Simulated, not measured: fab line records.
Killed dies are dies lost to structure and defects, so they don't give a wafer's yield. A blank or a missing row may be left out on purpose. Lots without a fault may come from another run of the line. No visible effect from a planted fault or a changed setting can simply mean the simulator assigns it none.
Which of the tools did it? :: flow sky130 :: 11 lots, 33 wafers sampled, at 3 steps of a route of 708

== WHAT THE GAUGES SHOWED, per wafer ==
SKY_LI_CONTACT_THK_MEAS_01. Usual: LI_CONTACT_HDPCVD_THK typically reads 906 nm, with standard deviation 11.
lot: L828
measured: day 28 00:26
on: film-metro-04
LI_CONTACT_HDPCVD_THK (nm): 883 909 913
flag: 

lot: L830
measured: day 28 14:35
on: film-metro-04
LI_CONTACT_HDPCVD_THK (nm): 907 923 908
flag: 

lot: L831
measured: day 29 11:22
on: film-metro-04
LI_CONTACT_HDPCVD_THK (nm): 912 925 909
flag: 

lot: L833
measured: day 30 06:37
on: film-metro-02
LI_CONTACT_HDPCVD_THK (nm): 886 886 892
flag: 

lot: L835
measured: day 30 20:37
on: film-metro-02
LI_CONTACT_HDPCVD_THK (nm): 907 887 894
flag: 

lot: L836
measured: day 31 08:55
on: film-metro-02
LI_CONTACT_HDPCVD_THK (nm): 910 914 914
flag: 

lot: L837
measured: day 31 15:34
on: film-metro-03
LI_CONTACT_HDPCVD_THK (nm): 904 917 905
flag: 

lot: L838
measured: day 31 19:07
on: film-metro-03
LI_CONTACT_HDPCVD_THK (nm): 905 910 915
flag: 

lot: L841
measured: day 32 15:25
on: film-metro-02
LI_CONTACT_HDPCVD_THK (nm): 901 899 902
flag: 

lot: L840
measured: day 32 15:49
on: film-metro-04
LI_CONTACT_HDPCVD_THK (nm): 881 907 907
flag: 

lot: L842
measured: day 33 00:07
on: film-metro-02
LI_CONTACT_HDPCVD_THK (nm): 917 889 902
flag: 

SKY_LI_CONTACT_CD_MEAS_12 targets a cd of 170 nm. Usual: cd-nm reads 169.8 nm (standard deviation 1.4).
lot: L828
measured: day 29 05:08
on: cd-sem-01
cd-nm (nm): 171.6 170.4 169.9
flag: 

lot: L830
measured: day 29 18:41
on: cd-sem-02
cd-nm (nm): 169.2 168.7 169.5
flag: 

lot: L831
measured: day 30 15:52
on: cd-sem-02
cd-nm (nm): 170.4 170.5 170.4
flag: 

lot: L833
measured: day 31 10:37
on: cd-sem-02
cd-nm (nm): 172.2 171.2 172.0
flag: 

lot: L835
measured: day 32 01:01
on: cd-sem-02
cd-nm (nm): 171.5 171.7 171.7
flag: 

lot: L836
measured: day 32 12:42
on: cd-sem-01
cd-nm (nm): 170.5 169.7 171.2
flag: 

lot: L837
measured: day 32 18:43
on: cd-sem-02
cd-nm (nm): 171.5 169.7 169.0
flag: 

lot: L838
measured: day 32 21:25
on: cd-sem-01
cd-nm (nm): 167.7 167.9 168.8
flag: 

lot: L841
measured: day 33 18:36
on: cd-sem-02
cd-nm (nm): 167.6 168.4 167.4
flag: 

lot: L840
measured: day 33 19:53
on: cd-sem-01
cd-nm (nm): 167.8 167.4 168.7
flag: 

lot: L842
measured: day 34 03:24
on: cd-sem-01
cd-nm (nm): 171.8 171.0 172.9
flag: 

SKY_LI_CONTACT_THK_MEAS_23: measures by xrf. Usual: LI_CONTACT_W_THK typically reads 411 nm, with standard deviation 10.
lot: L828
measured: day 29 06:04
on: film-metro-03
LI_CONTACT_W_THK (nm): 391 409 400
flag: 

lot: L830
measured: day 29 19:40
on: film-metro-03
LI_CONTACT_W_THK (nm): 403 407 408
flag: 

lot: L831
measured: day 30 16:50
on: film-metro-02
LI_CONTACT_W_THK (nm): 421 407 410
flag: 

lot: L833
measured: day 31 11:34
on: film-metro-04
LI_CONTACT_W_THK (nm): 415 413 400
flag: 

lot: L835
measured: day 32 01:58
on: film-metro-03
LI_CONTACT_W_THK (nm): 413 405 404
flag: 

lot: L836
measured: day 32 13:40
on: film-metro-03
LI_CONTACT_W_THK (nm): 411 417 403
flag: 

lot: L837
measured: day 32 19:41
on: film-metro-03
LI_CONTACT_W_THK (nm): 406 422 425
flag: 

lot: L838
measured: day 32 22:23
on: film-metro-04
LI_CONTACT_W_THK (nm): 400 421 420
flag: 

lot: L841
measured: day 33 19:35
on: film-metro-02
LI_CONTACT_W_THK (nm): 410 416 409
flag: 

lot: L840
measured: day 33 20:50
on: film-metro-02
LI_CONTACT_W_THK (nm): 431 417 414
flag: 

lot: L842
measured: day 34 04:22
on: film-metro-02
LI_CONTACT_W_THK (nm): 415 419 407
flag: 

== WHAT TOOL EACH LOT RAN ON (gives the tool, then ch and the chambers of the sampled wafers, and finally the start) ==
Record: no process step prior to these readings.

== WHAT THE TOOLS THEMSELVES READ (means of the sampled wafers that have a number; where no wafer has one, the mark that the record gives instead) ==
The record holds no such reading with a usual standard deviation.

== THE ANSWER, worked out from the rows above alone ==
Rule: take the mean of a lot's wafers that have a number; if it is more than 3 standard deviations from the usual mean, the lot is off. Also off: a lot with no number at a reading for which 4 or more lots have one. All remaining lots with rows at the step are treated as sound. The gauges are gone through in route order, then the tools' own readings, and for those a lot's mean is taken as printed above. The first step at which some lot is off is used, and at that step the reading that is off furthest; a lot without a number counts as furthest.
None of the lots is off at any reading shown; this tells nothing.

== WHAT THE SIMULATOR HAD PUT IN ==
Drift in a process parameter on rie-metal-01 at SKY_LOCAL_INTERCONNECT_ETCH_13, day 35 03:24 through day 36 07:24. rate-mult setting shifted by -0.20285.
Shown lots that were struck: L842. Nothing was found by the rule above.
